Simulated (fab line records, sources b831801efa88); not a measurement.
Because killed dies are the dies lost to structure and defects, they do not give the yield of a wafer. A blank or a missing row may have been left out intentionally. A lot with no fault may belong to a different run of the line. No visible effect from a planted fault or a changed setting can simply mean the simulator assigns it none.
fab line records / flow sfq_line
[record] lots = 6 wafers = 18 last_day = 94
route steps=325 shown M5@198 A5B@209
lots that met no fault: taken from a fault-free run of the same line
start_h: the number of hours between the record's first day and the start of the first shown wafer of the lot / wait_h: time in hours since the lot's previous step / " repeats the value in the row above / L1.1+2: one row covering several wafers at once / - no value present, or no start provided / * or withheld: withheld / < > ~ a bound
route shown NAME@n: a module of which the file shows steps, and the number in the route of the first / usual: mean/standard deviation of fault-free wafers / same: alike in all rows / chamber/n: place in a boat / sites: per-site readings / _std_site: the values' standard deviation / _edge_site: the outer-site mean with the inner-site mean subtracted / radius_mm: for every site, how far away it sits from the centre of the wafer / mask NAME#n: copy n / behind: the last tool/chamber to shape the wafer / hold: what put the lot on hold/how long, in hours/how the hold closed / device: transistor that didn't switch, given as n, p or np / end of line: tests run on the same wafers once the route is complete / a step with no rows: only its recipe / killed: not the wafer's yield, but the dies lost to structure and defects at the first sort / map: the dies of a wafer, with x for killed, . for not killed, _ for no die there
set.NAME: setting as actually run; set.NAME@STEP: the setting as run at that earlier step / model.NAME: the simulator's own value behind a step, which no gauge read
lots at selected steps of the route; one table per step, one row per wafer
services: the hour from which a tool's chamber was out of use, counted from the record's first day as start_h (under 0 if before that day), plus the number of hours and why
[[steps]]
[step SFQ_TRILAYER_M5_LITHO_COAT_128]
[recipe] resist = BARC spin_rpm = 3000 resist_thk_nm = 62
[step SFQ_TRILAYER_M5_LITHO_COAT_123]
[recipe] resist = KrF spin_rpm = 3000 resist_thk_nm = 600
[step SFQ_TRILAYER_M5_LITHO_SOFTBAKE_127]
[recipe] temp_c = withheld time_s = withheld resist = KrF
[step SFQ_TRILAYER_M5_LITHO_EXPOSE_124]
[recipe] mask_id = M5 na = 0.6 source_shape = conventional sigma_outer = 0.65 target_cd_nm = 700 dose_mj = 14.4
[step SFQ_TRILAYER_M5_LITHO_PEB_126]
[recipe] peb_temp_c = 115 peb_time_s = 60 resist = KrF
[step SFQ_TRILAYER_M5_LITHO_DEVELOP_125]
[recipe] time_s = 60 resist = KrF
[step SFQ_M5_OVL_MEAS_932]
[usual] M5_OVL = -1/3.9
lot.wafer=L489.1 tool=overlay-02 chamber=- start_h=1407.37 wait_h=0.1 M5_OVL[nm]=-2
lot.wafer=L489.2 tool=overlay-02 chamber=- start_h=1407.37 wait_h=0.1 M5_OVL[nm]=-1
lot.wafer=L489.5 tool=overlay-02 chamber=- start_h=1407.37 wait_h=0.1 M5_OVL[nm]=-6
lot.wafer=L496.1 tool=overlay-02 chamber=- start_h=1487.97 wait_h=0.1 M5_OVL[nm]=-7
lot.wafer=L496.3 tool=overlay-02 chamber=- start_h=1487.97 wait_h=0.1 M5_OVL[nm]=-8
lot.wafer=L496.4 tool=overlay-02 chamber=- start_h=1487.97 wait_h=0.1 M5_OVL[nm]=-8
lot.wafer=L497.3 tool=overlay-01 chamber=- start_h=1513.86 wait_h=0.1 M5_OVL[nm]=-6
lot.wafer=L497.4 tool=overlay-01 chamber=- start_h=1513.86 wait_h=0.1 M5_OVL[nm]=-2
lot.wafer=L497.5 tool=overlay-01 chamber=- start_h=1513.86 wait_h=0.1 M5_OVL[nm]=-8
lot.wafer=L499.1 tool=overlay-02 chamber=- start_h=1517.45 wait_h=0.1 M5_OVL[nm]=-1
lot.wafer=L499.3 tool=overlay-02 chamber=- start_h=1517.45 wait_h=0.1 M5_OVL[nm]=1
lot.wafer=L499.4 tool=overlay-02 chamber=- start_h=1517.45 wait_h=0.1 M5_OVL[nm]=4
lot.wafer=L505.3 tool=overlay-02 chamber=- start_h=1529.46 wait_h=0.1 M5_OVL[nm]=2
lot.wafer=L505.4 tool=overlay-02 chamber=- start_h=1529.46 wait_h=0.1 M5_OVL[nm]=-5
lot.wafer=L505.5 tool=overlay-02 chamber=- start_h=1529.46 wait_h=0.1 M5_OVL[nm]=-1
lot.wafer=L510.3 tool=overlay-02 chamber=- start_h=1542.46 wait_h=0.1 M5_OVL[nm]=-6
lot.wafer=L510.5 tool=overlay-02 chamber=- start_h=1542.46 wait_h=0.1 M5_OVL[nm]=-4
lot.wafer=L510.6 tool=overlay-02 chamber=- start_h=1542.46 wait_h=0.1 M5_OVL[nm]=-7
[step SFQ_TRILAYER_M5_BARC_OPEN_METAL_ETCH_161]
[recipe] mask_material = PR chemistry = O2 target_depth_nm = 125 target = BARC icp_w = 600 bias_w = 80 pressure_mtorr = 10 time_s = 41.7
[usual] drypump_motor_current_A = 5.9/0.51 oes_product_au = 0.685/0.0049
lot.wafer=L489.1 tool=rie_metal-03 chamber=0 start_h=1407.40 wait_h=0.0 drypump_motor_current_A=5.1 oes_product_au=0.688 rf_hours_counter_h=43
lot.wafer=L489.2 tool=rie_metal-03 chamber=1 start_h=1407.40 wait_h=0.0 drypump_motor_current_A=6.5 oes_product_au=0.693 rf_hours_counter_h=70
lot.wafer=L489.5 tool=rie_metal-03 chamber=1 start_h=1407.40 wait_h=0.0 drypump_motor_current_A=6.5 oes_product_au=0.681 rf_hours_counter_h=-
lot.wafer=L496.1 tool=rie_metal-04 chamber=0 start_h=1488.01 wait_h=0.0 drypump_motor_current_A=6.2 oes_product_au=0.681 rf_hours_counter_h=15
lot.wafer=L496.3 tool=rie_metal-04 chamber=0 start_h=1488.01 wait_h=0.0 drypump_motor_current_A=6.2 oes_product_au=0.686 rf_hours_counter_h=-
lot.wafer=L496.4 tool=rie_metal-04 chamber=0 start_h=1488.01 wait_h=0.0 drypump_motor_current_A=6.1 oes_product_au=0.677 rf_hours_counter_h=-
lot.wafer=L497.3 tool=rie_metal-03 chamber=0 start_h=1513.91 wait_h=0.0 drypump_motor_current_A=5.0 oes_product_au=0.689 rf_hours_counter_h=-
lot.wafer=L497.4 tool=rie_metal-03 chamber=1 start_h=1513.91 wait_h=0.0 drypump_motor_current_A=6.5 oes_product_au=0.678 rf_hours_counter_h=-
lot.wafer=L497.5 tool=rie_metal-03 chamber=0 start_h=1513.91 wait_h=0.0 drypump_motor_current_A=5.0 oes_product_au=0.685 rf_hours_counter_h=-
lot.wafer=L499.1 tool=rie_metal-04 chamber=0 start_h=1517.49 wait_h=0.0 drypump_motor_current_A=6.2 oes_product_au=0.680 rf_hours_counter_h=19
lot.wafer=L499.3 tool=rie_metal-04 chamber=0 start_h=1517.49 wait_h=0.0 drypump_motor_current_A=6.2 oes_product_au=0.689 rf_hours_counter_h=-
lot.wafer=L499.4 tool=rie_metal-04 chamber=1 start_h=1517.49 wait_h=0.0 drypump_motor_current_A=5.7 oes_product_au=0.680 rf_hours_counter_h=-
lot.wafer=L505.3 tool=rie_metal-04 chamber=0 start_h=1529.51 wait_h=0.0 drypump_motor_current_A=6.1 oes_product_au=0.689 rf_hours_counter_h=-
lot.wafer=L505.4 tool=rie_metal-04 chamber=1 start_h=1529.51 wait_h=0.0 drypump_motor_current_A=5.7 oes_product_au=0.678 rf_hours_counter_h=-
lot.wafer=L505.5 tool=rie_metal-04 chamber=1 start_h=1529.51 wait_h=0.0 drypump_motor_current_A=5.7 oes_product_au=0.695 rf_hours_counter_h=-
lot.wafer=L510.3 tool=rie_metal-02 chamber=1 start_h=1542.51 wait_h=0.0 drypump_motor_current_A=5.9 oes_product_au=0.678 rf_hours_counter_h=-
lot.wafer=L510.5 tool=rie_metal-02 chamber=0 start_h=1542.51 wait_h=0.0 drypump_motor_current_A=6.3 oes_product_au=0.680 rf_hours_counter_h=-
lot.wafer=L510.6 tool=rie_metal-02 chamber=1 start_h=1542.51 wait_h=0.0 drypump_motor_current_A=5.9 oes_product_au=0.684 rf_hours_counter_h=-
[step SFQ_TRILAYER_M5_ETCH_METAL_ETCH_126]
[recipe] target = Nb stop_on = SiO2 mask_material = PR over_etch_frac = 0.15 time_s = 203.2 chemistry = Cl2/BCl3 target_depth_nm = 265 icp_w = 600 bias_w = 80 pressure_mtorr = 10
[usual] drypump_motor_current_A = 5.9/0.51 oes_product_au = 0.728/0.0061
lot.wafer=L489.1 tool=rie_metal-03 chamber=0 start_h=1407.46 wait_h=0.0 drypump_motor_current_A=5.1 oes_product_au=0.726 rf_hours_counter_h=43
lot.wafer=L489.2 tool=rie_metal-03 chamber=1 start_h=1407.46 wait_h=0.0 drypump_motor_current_A=6.6 oes_product_au=0.725 rf_hours_counter_h=70
lot.wafer=L489.5 tool=rie_metal-03 chamber=1 start_h=1407.46 wait_h=0.0 drypump_motor_current_A=6.5 oes_product_au=0.735 rf_hours_counter_h=-
lot.wafer=L496.1 tool=rie_metal-04 chamber=0 start_h=1488.13 wait_h=0.1 drypump_motor_current_A=6.1 oes_product_au=0.727 rf_hours_counter_h=15
lot.wafer=L496.3 tool=rie_metal-04 chamber=0 start_h=1488.13 wait_h=0.1 drypump_motor_current_A=6.2 oes_product_au=0.739 rf_hours_counter_h=-
lot.wafer=L496.4 tool=rie_metal-04 chamber=0 start_h=1488.13 wait_h=0.1 drypump_motor_current_A=6.2 oes_product_au=0.725 rf_hours_counter_h=-
lot.wafer=L497.3 tool=rie_metal-03 chamber=0 start_h=1514.01 wait_h=0.1 drypump_motor_current_A=5.1 oes_product_au=0.734 rf_hours_counter_h=-
lot.wafer=L497.4 tool=rie_metal-03 chamber=1 start_h=1514.01 wait_h=0.1 drypump_motor_current_A=6.5 oes_product_au=0.731 rf_hours_counter_h=-
lot.wafer=L497.5 tool=rie_metal-03 chamber=0 start_h=1514.01 wait_h=0.1 drypump_motor_current_A=5.1 oes_product_au=0.722 rf_hours_counter_h=-
lot.wafer=L499.1 tool=rie_metal-04 chamber=0 start_h=1517.55 wait_h=0.0 drypump_motor_current_A=6.1 oes_product_au=0.735 rf_hours_counter_h=19
lot.wafer=L499.3 tool=rie_metal-04 chamber=0 start_h=1517.55 wait_h=0.0 drypump_motor_current_A=6.1 oes_product_au=0.727 rf_hours_counter_h=-
lot.wafer=L499.4 tool=rie_metal-04 chamber=1 start_h=1517.55 wait_h=0.0 drypump_motor_current_A=5.7 oes_product_au=0.723 rf_hours_counter_h=-
lot.wafer=L505.3 tool=rie_metal-04 chamber=0 start_h=1529.61 wait_h=0.1 drypump_motor_current_A=6.2 oes_product_au=0.730 rf_hours_counter_h=-
lot.wafer=L505.4 tool=rie_metal-04 chamber=1 start_h=1529.61 wait_h=0.1 drypump_motor_current_A=5.7 oes_product_au=0.719 rf_hours_counter_h=-
lot.wafer=L505.5 tool=rie_metal-04 chamber=1 start_h=1529.61 wait_h=0.1 drypump_motor_current_A=5.7 oes_product_au=0.725 rf_hours_counter_h=-
lot.wafer=L510.3 tool=rie_metal-02 chamber=1 start_h=1542.61 wait_h=0.1 drypump_motor_current_A=5.9 oes_product_au=0.726 rf_hours_counter_h=-
lot.wafer=L510.5 tool=rie_metal-02 chamber=0 start_h=1542.61 wait_h=0.1 drypump_motor_current_A=6.3 oes_product_au=0.724 rf_hours_counter_h=-
lot.wafer=L510.6 tool=rie_metal-02 chamber=1 start_h=1542.61 wait_h=0.1 drypump_motor_current_A=5.8 oes_product_au=0.727 rf_hours_counter_h=-
[step SFQ_TRILAYER_M5_STRIP_STRIP_127]
[recipe] gas = O2 power_w = 200 platen_temp_c = 40 overash_fraction = 0.65 chemistry = O2 pressure_mtorr = 50
[usual] drypump_motor_current_A = 5.9/0.5 oes_product_au = 1.003/0.015
[same] overash_fraction = 0.65
lot.wafer=L489.1 tool=rie_metal-03 chamber=0 start_h=1407.66 wait_h=0.1 drypump_motor_current_A=5.1 oes_product_au=1.001 rf_hours_counter_h=44
lot.wafer=L489.2 tool=rie_metal-03 chamber=1 start_h=1407.66 wait_h=0.1 drypump_motor_current_A=6.5 oes_product_au=1.023 rf_hours_counter_h=71
lot.wafer=L489.5 tool=rie_metal-03 chamber=1 start_h=1407.66 wait_h=0.1 drypump_motor_current_A=6.5 oes_product_au=1.022 rf_hours_counter_h=-
lot.wafer=L496.1 tool=rie_metal-04 chamber=0 start_h=1488.52 wait_h=0.3 drypump_motor_current_A=6.2 oes_product_au=1.009 rf_hours_counter_h=16
lot.wafer=L496.3 tool=rie_metal-04 chamber=0 start_h=1488.52 wait_h=0.3 drypump_motor_current_A=6.2 oes_product_au=0.999 rf_hours_counter_h=-
lot.wafer=L496.4 tool=rie_metal-04 chamber=0 start_h=1488.52 wait_h=0.3 drypump_motor_current_A=6.2 oes_product_au=0.997 rf_hours_counter_h=-
lot.wafer=L497.3 tool=rie_metal-03 chamber=0 start_h=1514.34 wait_h=0.3 drypump_motor_current_A=5.0 oes_product_au=0.983 rf_hours_counter_h=-
lot.wafer=L497.4 tool=rie_metal-03 chamber=1 start_h=1514.34 wait_h=0.3 drypump_motor_current_A=6.5 oes_product_au=1.013 rf_hours_counter_h=-
lot.wafer=L497.5 tool=rie_metal-03 chamber=0 start_h=1514.34 wait_h=0.3 drypump_motor_current_A=5.1 oes_product_au=0.981 rf_hours_counter_h=-
lot.wafer=L499.1 tool=rie_metal-04 chamber=0 start_h=1517.74 wait_h=0.1 drypump_motor_current_A=6.2 oes_product_au=1.023 rf_hours_counter_h=19
lot.wafer=L499.3 tool=rie_metal-04 chamber=0 start_h=1517.74 wait_h=0.1 drypump_motor_current_A=6.2 oes_product_au=1.005 rf_hours_counter_h=-
lot.wafer=L499.4 tool=rie_metal-04 chamber=1 start_h=1517.74 wait_h=0.1 drypump_motor_current_A=5.7 oes_product_au=1.021 rf_hours_counter_h=-
lot.wafer=L505.3 tool=rie_metal-04 chamber=0 start_h=1529.94 wait_h=0.3 drypump_motor_current_A=6.2 oes_product_au=0.991 rf_hours_counter_h=-
lot.wafer=L505.4 tool=rie_metal-04 chamber=1 start_h=1529.94 wait_h=0.3 drypump_motor_current_A=5.7 oes_product_au=1.017 rf_hours_counter_h=-
lot.wafer=L505.5 tool=rie_metal-04 chamber=1 start_h=1529.94 wait_h=0.3 drypump_motor_current_A=5.7 oes_product_au=1.011 rf_hours_counter_h=-
lot.wafer=L510.3 tool=rie_metal-02 chamber=1 start_h=1542.94 wait_h=0.3 drypump_motor_current_A=5.9 oes_product_au=1.003 rf_hours_counter_h=-
lot.wafer=L510.5 tool=rie_metal-02 chamber=0 start_h=1542.94 wait_h=0.3 drypump_motor_current_A=6.3 oes_product_au=0.987 rf_hours_counter_h=-
lot.wafer=L510.6 tool=rie_metal-02 chamber=1 start_h=1542.94 wait_h=0.3 drypump_motor_current_A=5.9 oes_product_au=1.007 rf_hours_counter_h=-
[step SFQ_TRILAYER_M5_STRIP_SOLV_CLEAN_128]
[recipe] chemistry = NMP temp_c = 70 time_s = 600
[step SFQ_TRILAYER_A5B_DEP_PECVD_129]
[recipe] material = SiO2 temp_c = 150 time_s = 133.33 pressure_torr = 2.4 rf_w = 183.3 precursor = SiH4/N2O target_thk_nm = 600
[usual] heater_power_w = 91/15 throttle_valve_pct = 24.5/1.2
lot.wafer=L489.1 tool=pecvd-03 chamber=2 start_h=1408.43 wait_h=0.0 heater_power_w=81 since_wet_clean_h=78 throttle_valve_pct=24.3
lot.wafer=L489.2 tool=pecvd-03 chamber=0 start_h=1408.43 wait_h=0.0 heater_power_w=99 since_wet_clean_h=78 throttle_valve_pct=22.6
lot.wafer=L489.5 tool=pecvd-03 chamber=1 start_h=1408.43 wait_h=0.0 heater_power_w=95 since_wet_clean_h=- throttle_valve_pct=24.3
lot.wafer=L496.1 tool=pecvd-04 chamber=1 start_h=1489.89 wait_h=0.0 heater_power_w=76 since_wet_clean_h=543 throttle_valve_pct=25.4
lot.wafer=L496.3 tool=pecvd-04 chamber=0 start_h=1489.89 wait_h=0.0 heater_power_w=70 since_wet_clean_h=543 throttle_valve_pct=24.2
lot.wafer=L496.4 tool=pecvd-04 chamber=2 start_h=1489.89 wait_h=0.0 heater_power_w=107 since_wet_clean_h=- throttle_valve_pct=23.7
lot.wafer=L497.3 tool=pecvd-02 chamber=0 start_h=1514.93 wait_h=0.0 heater_power_w=103 since_wet_clean_h=937 throttle_valve_pct=24.1
lot.wafer=L497.4 tool=pecvd-02 chamber=1 start_h=1514.93 wait_h=0.0 heater_power_w=86 since_wet_clean_h=- throttle_valve_pct=24.3
lot.wafer=L497.5 tool=pecvd-02 chamber=2 start_h=1514.93 wait_h=0.0 heater_power_w=104 since_wet_clean_h=- throttle_valve_pct=27.6
lot.wafer=L499.1 tool=pecvd-03 chamber=1 start_h=1518.52 wait_h=0.0 heater_power_w=106 since_wet_clean_h=188 throttle_valve_pct=24.5
lot.wafer=L499.3 tool=pecvd-03 chamber=0 start_h=1518.52 wait_h=0.0 heater_power_w=100 since_wet_clean_h=188 throttle_valve_pct=22.8
lot.wafer=L499.4 tool=pecvd-03 chamber=2 start_h=1518.52 wait_h=0.0 heater_power_w=84 since_wet_clean_h=- throttle_valve_pct=24.7
lot.wafer=L505.3 tool=pecvd-03 chamber=2 start_h=1530.52 wait_h=0.0 heater_power_w=83 since_wet_clean_h=200 throttle_valve_pct=24.6
lot.wafer=L505.4 tool=pecvd-03 chamber=2 start_h=1530.52 wait_h=0.0 heater_power_w=85 since_wet_clean_h=- throttle_valve_pct=24.1
lot.wafer=L505.5 tool=pecvd-03 chamber=0 start_h=1530.52 wait_h=0.0 heater_power_w=107 since_wet_clean_h=- throttle_valve_pct=22.7
lot.wafer=L510.3 tool=pecvd-03 chamber=0 start_h=1543.52 wait_h=0.0 heater_power_w=94 since_wet_clean_h=213 throttle_valve_pct=22.6
lot.wafer=L510.5 tool=pecvd-03 chamber=0 start_h=1543.52 wait_h=0.0 heater_power_w=101 since_wet_clean_h=- throttle_valve_pct=22.8
lot.wafer=L510.6 tool=pecvd-03 chamber=1 start_h=1543.52 wait_h=0.0 heater_power_w=95 since_wet_clean_h=- throttle_valve_pct=24.8
[step SFQ_TRILAYER_A5B_CMP_CMP_130]
[recipe] stop_on = Nb down_force_psi = 3 platen_rpm = 60 target_thk_nm = 340.7
[usual] head_pressure_psi = 3.000/0.0071 motor_current_A = 10.2/0.74 retaining_ring_pressure_frac = 0.999/0.0052
lot.wafer=L489.2 tool=cmp-01 chamber=0 start_h=1409.08 wait_h=0.6 head_pressure_psi=3.005 motor_current_A=10.9 retaining_ring_pressure_frac=0.999
lot.wafer=L489.1 tool=cmp-01 chamber=2 start_h=1410.08 wait_h=1.6 head_pressure_psi=3.006 motor_current_A=10.6 retaining_ring_pressure_frac=0.990
lot.wafer=L489.5 tool=cmp-01 chamber=1 start_h=1411.58 wait_h=3.1 head_pressure_psi=3.001 motor_current_A=9.6 retaining_ring_pressure_frac=1.001
lot.wafer=L496.1 tool=cmp-02 chamber=1 start_h=1489.98 wait_h=0.0 head_pressure_psi=2.997 motor_current_A=9.4 retaining_ring_pressure_frac=0.995
lot.wafer=L496.4 tool=cmp-02 chamber=2 start_h=1489.98 wait_h=0.0 head_pressure_psi=3.001 motor_current_A=8.9 retaining_ring_pressure_frac=1.008
lot.wafer=L496.3 tool=cmp-02 chamber=0 start_h=1491.48 wait_h=1.5 head_pressure_psi=2.996 motor_current_A=11.2 retaining_ring_pressure_frac=0.996
lot.wafer=L497.4 tool=cmp-01 chamber=2 start_h=1515.02 wait_h=0.0 head_pressure_psi=2.876 motor_current_A=10.6 retaining_ring_pressure_frac=0.998
lot.wafer=L497.3 tool=cmp-01 chamber=1 start_h=1516.52 wait_h=1.5 head_pressure_psi=3.011 motor_current_A=10.1 retaining_ring_pressure_frac=1.000
lot.wafer=L497.5 tool=cmp-01 chamber=2 start_h=1516.52 wait_h=1.5 head_pressure_psi=2.867 motor_current_A=10.0 retaining_ring_pressure_frac=1.003
lot.wafer=L499.1 tool=cmp-01 chamber=1 start_h=1518.61 wait_h=0.0 head_pressure_psi=2.995 motor_current_A=9.9 retaining_ring_pressure_frac=0.995
lot.wafer=L499.3 tool=cmp-01 chamber=2 start_h=1518.61 wait_h=0.0 head_pressure_psi=2.865 motor_current_A=10.2 retaining_ring_pressure_frac=1.002
lot.wafer=L499.4 tool=cmp-01 chamber=3 start_h=1518.61 wait_h=0.0 head_pressure_psi=3.000 motor_current_A=9.3 retaining_ring_pressure_frac=1.006
lot.wafer=L505.4 tool=cmp-02 chamber=2 start_h=1530.61 wait_h=0.0 head_pressure_psi=2.996 motor_current_A=9.4 retaining_ring_pressure_frac=0.995
lot.wafer=L505.3 tool=cmp-02 chamber=0 start_h=1531.61 wait_h=1.0 head_pressure_psi=2.993 motor_current_A=11.0 retaining_ring_pressure_frac=1.003
lot.wafer=L505.5 tool=cmp-02 chamber=2 start_h=1532.61 wait_h=2.0 head_pressure_psi=2.994 motor_current_A=9.5 retaining_ring_pressure_frac=0.995
lot.wafer=L510.3 tool=cmp-02 chamber=2 start_h=1543.61 wait_h=0.0 head_pressure_psi=2.998 motor_current_A=9.3 retaining_ring_pressure_frac=1.001
lot.wafer=L510.5 tool=cmp-02 chamber=2 start_h=1545.61 wait_h=2.0 head_pressure_psi=3.005 motor_current_A=8.8 retaining_ring_pressure_frac=0.997
lot.wafer=L510.6 tool=cmp-02 chamber=3 start_h=1545.61 wait_h=2.0 head_pressure_psi=2.987 motor_current_A=10.0 retaining_ring_pressure_frac=1.002
[step SFQ_TRILAYER_A5B_METRO_MEASURE_131]
[usual] thk_nm = 338/6.9
lot.wafer=L489.1 tool=film_metro-01 chamber=- start_h=1412.08 wait_h=1.5 thk_nm=336
lot.wafer=L489.2 tool=film_metro-01 chamber=- start_h=1412.08 wait_h=1.5 thk_nm=341
lot.wafer=L489.5 tool=film_metro-01 chamber=- start_h=1412.08 wait_h=1.5 thk_nm=335
lot.wafer=L496.1 tool=film_metro-02 chamber=- start_h=1492.98 wait_h=2.5 thk_nm=337
lot.wafer=L496.3 tool=film_metro-02 chamber=- start_h=1492.98 wait_h=2.5 thk_nm=329
lot.wafer=L496.4 tool=film_metro-02 chamber=- start_h=1492.98 wait_h=2.5 thk_nm=339
lot.wafer=L497.3 tool=film_metro-03 chamber=- start_h=1518.42 wait_h=1.4 thk_nm=333
lot.wafer=L497.4 tool=film_metro-03 chamber=- start_h=1518.42 wait_h=1.4 thk_nm=335
lot.wafer=L497.5 tool=film_metro-03 chamber=- start_h=1518.42 wait_h=1.4 thk_nm=333
lot.wafer=L499.1 tool=film_metro-02 chamber=- start_h=1521.61 wait_h=2.5 thk_nm=336
lot.wafer=L499.3 tool=film_metro-02 chamber=- start_h=1521.61 wait_h=2.5 thk_nm=336
lot.wafer=L499.4 tool=film_metro-02 chamber=- start_h=1521.61 wait_h=2.5 thk_nm=336
lot.wafer=L505.3 tool=film_metro-03 chamber=- start_h=1534.01 wait_h=1.9 thk_nm=322
lot.wafer=L505.4 tool=film_metro-03 chamber=- start_h=1534.01 wait_h=1.9 thk_nm=346
lot.wafer=L505.5 tool=film_metro-03 chamber=- start_h=1534.01 wait_h=1.9 thk_nm=333
lot.wafer=L510.3 tool=film_metro-03 chamber=- start_h=1547.01 wait_h=2.9 thk_nm=337
lot.wafer=L510.5 tool=film_metro-03 chamber=- start_h=1547.01 wait_h=2.9 thk_nm=342
lot.wafer=L510.6 tool=film_metro-03 chamber=- start_h=1547.01 wait_h=2.9 thk_nm=336
[[services]]
tool=pecvd-04 chamber=- start_h=1398.50 hours=5.5 kind=pm
tool=rie_metal-04 chamber=- start_h=1401.26 hours=28.1 kind=pm
tool=pecvd-04 chamber=2 start_h=1405.11 hours=6.0 kind=repair
tool=film_metro-02 chamber=- start_h=1406.81 hours=1.5 kind=pm
tool=cmp-02 chamber=- start_h=1413.42 hours=2.4 kind=repair
tool=film_metro-02 chamber=- start_h=1415.92 hours=0.9 kind=pm
tool=film_metro-03 chamber=- start_h=1427.77 hours=2.2 kind=pm
tool=film_metro-01 chamber=- start_h=1428.04 hours=0.6 kind=pm
tool=film_metro-01 chamber=- start_h=1433.80 hours=0.3 kind=pm
tool=cmp-01 chamber=- start_h=1437.66 hours=4.0 kind=pm
tool=rie_metal-02 chamber=- start_h=1441.62 hours=0.4 kind=repair
tool=cmp-01 chamber=- start_h=1441.66 hours=- kind=consumable_replace:conditioner
tool=cmp-01 chamber=- start_h=1441.66 hours=- kind=consumable_replace:pad
tool=cmp-02 chamber=- start_h=1446.91 hours=0.6 kind=repair
tool=rie_metal-02 chamber=- start_h=1448.86 hours=2.8 kind=pm
tool=film_metro-02 chamber=- start_h=1450.72 hours=1.8 kind=pm
tool=pecvd-03 chamber=- start_h=1462.13 hours=0.5 kind=repair
tool=rie_metal-04 chamber=1 start_h=1468.30 hours=20.7 kind=repair
tool=film_metro-01 chamber=- start_h=1480.98 hours=0.3 kind=pm
tool=cmp-02 chamber=- start_h=1510.73 hours=1.4 kind=repair
tool=rie_metal-02 chamber=- start_h=1518.85 hours=2.0 kind=repair
tool=rie_metal-02 chamber=1 start_h=1521.99 hours=1.1 kind=repair
[[key]]
[first_sign] step = SFQ_TRILAYER_A5B_CMP_CMP_130 reading = head_pressure_psi direction = down sigmas = 18 usual = 3.000 struck = 2.869
effect none on later readings
met_at SFQ_TRILAYER_A5B_CMP_CMP_130
struck_wafers L497.4,L497.5,L499.3
onset_between 1409.08 1515.02
[fault] kind = process_parameter_drift tool = cmp-01 chamber = 2 onset_h = 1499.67 steps = SFQ_TRILAYER_A5B_CMP_CMP_130 channel = down_force_psi offset = -0.12991 shape = step end_h = 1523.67 acts_in = these_recipes_only stated = 3
